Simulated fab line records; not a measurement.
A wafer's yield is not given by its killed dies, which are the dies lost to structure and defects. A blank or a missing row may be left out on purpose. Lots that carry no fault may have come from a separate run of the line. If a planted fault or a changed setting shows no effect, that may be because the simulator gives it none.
A lot that was struck, set against a sound lot :: flow sky130 :: 15 out of 708 route steps
Sound: the wafers L758.1, L758.2, L758.3. The struck wafers were L764.2, L764.3, L764.5. The cause is named last.
Order at every step that has rows: each side's tool, ch and its chambers, its first start. Under that, the readings that differ: sound wafers :: struck wafers :: difference of the means :: sigmas: that difference in standard deviations of wafers without a fault.
alike: words and numbers the same on both sides, and readings whose means are apart by under 2 such deviations; not compared: readings that were withheld, readings missing a value for some wafer, numbers with overlapping values and no deviation given by the record, and bounds like >300 which may hide the same value.
Wherever a step has rows on one side only, a row that says differs or no value, or a row with sigmas, the two part there. Non-overlapping numbers with no deviation appear without sigmas and do not part them. A reading missing from all wafers of one side parts the sides only when that side holds two or more wafers.

first, 3 steps without rows for these wafers: SKY_CONTACT_EXPOSE_11 (exposes mask CTM1, target cd 170 nm); SKY_CONTACT_PEB_12; SKY_CONTACT_DEVELOP_13 (develop time 60 s).
SKY_CONTACT_CD_MEAS_14: the cd target is 170 nm.
  sound on cd-sem-02, day 32 08:22; struck on cd-sem-02, day 34 13:27
  alike: cd-nm
SKY_CONTACT_OVL_MEAS_15:
  sound on overlay-02, day 32 08:29; struck on overlay-02, day 34 13:34
  alike: CONTACT_OVL
SKY_CONTACT_ETCH_16: etches BARC in N2/H2, stops on SiO2, time 45.9 s, target depth 60 nm.
  sound on rie-diel-02 ch 1,2,3, day 32 08:31; struck on rie-diel-02 ch 0,1,3, day 34 13:35
  alike: drypump-motor-current-A, n2-flow-sccm, oes-product-au, throttle-valve-pct
  not compared: rf-hours-counter-h
SKY_CONTACT_ETCH_17: etches SiO2 in C4F8/O2/Ar, stops on Si3N4, target depth 340 nm.
  sound on rie-diel-02 ch 1,2,3, day 32 08:34; struck on rie-diel-02 ch 0,1,3, day 34 13:38
reading: oes-product-au (a.u.)
sound: 0.878 0.886 0.889
struck: 0.895 0.896 0.891
difference: +0.010
sigmas: +2
SKY_CONTACT_ETCH_18: etches Si3N4 in CHF3/O2, stops on TiN, time 39 s, target depth 75 nm.
  sound: rie-diel-02 ch 1,2,3; struck: rie-diel-02 ch 0,1,3
  alike: chf3-flow-sccm, drypump-motor-current-A, oes-product-au, throttle-valve-pct
  not compared: rf-hours-counter-h
SKY_CONTACT_STRIP_19: strips in O2/N2.
  sound on plasma-asher-01 ch 0,1, day 32 08:39; struck on plasma-asher-03 ch 0,1, day 34 13:43
  alike: drypump-motor-current-A, n2-flow-sccm, oes-product-au, strip-time-to-endpoint-s
  not compared: rf-hours-counter-h
then, 3 steps without rows for these wafers: SKY_CONTACT_STRIP_20 (strips in post etch residue remover, time 1200 s); SKY_CONTACT_CLEAN_21 (cleans in IPA, time 180 s); SKY_CONTACT_CLEAN_22 (cleans in O3/DIW).
SKY_CONTACT_SPUTTER_23: material TiN, target thk 20 nm, time 80 s.
  sound on pvd-sputter-02, day 32 09:35; struck on pvd-sputter-02, day 34 14:21
reading: cathode-dc-power-W (W)
sound: 3999.8 4000.3 3999.3
struck: 4001.5 4000.4 4002.0
difference: +1.5
sigmas: +2

reading: model.TiN_of_CONTACT_SPUTTER_23.thk-nm (nm)
sound: 19.91 20.04 20
struck: 31.05 30.86 31.46
difference: +11.14
sigmas: 
  alike: throttle-valve-pct
SKY_CONTACT_CVD_24: deposits W, target thk 340 nm, time 102.12 s.
  sound on cvd-w-01 ch 0,1, day 32 09:40; struck on cvd-w-01 ch 0,1, day 34 14:28
  alike: heater-power-outer-w, heater-power-w
  not compared: since-wet-clean-h
-- the record jumps here: 13 days lie between the struck wafers' starts before and after (it left off in module CONTACT and takes up again in module PAD_OPEN, whose first step shown is number 708 of the route) --
SKY_PAD_OPEN_PROBE_99:
  only the struck wafers here have rows in the record (prober-02, day 47 23:35); the sound ones have none

WHERE THEY PART
Earliest at SKY_CONTACT_ETCH_17; latest, in this record, at SKY_PAD_OPEN_PROBE_99.

WHY: what the simulator had put in
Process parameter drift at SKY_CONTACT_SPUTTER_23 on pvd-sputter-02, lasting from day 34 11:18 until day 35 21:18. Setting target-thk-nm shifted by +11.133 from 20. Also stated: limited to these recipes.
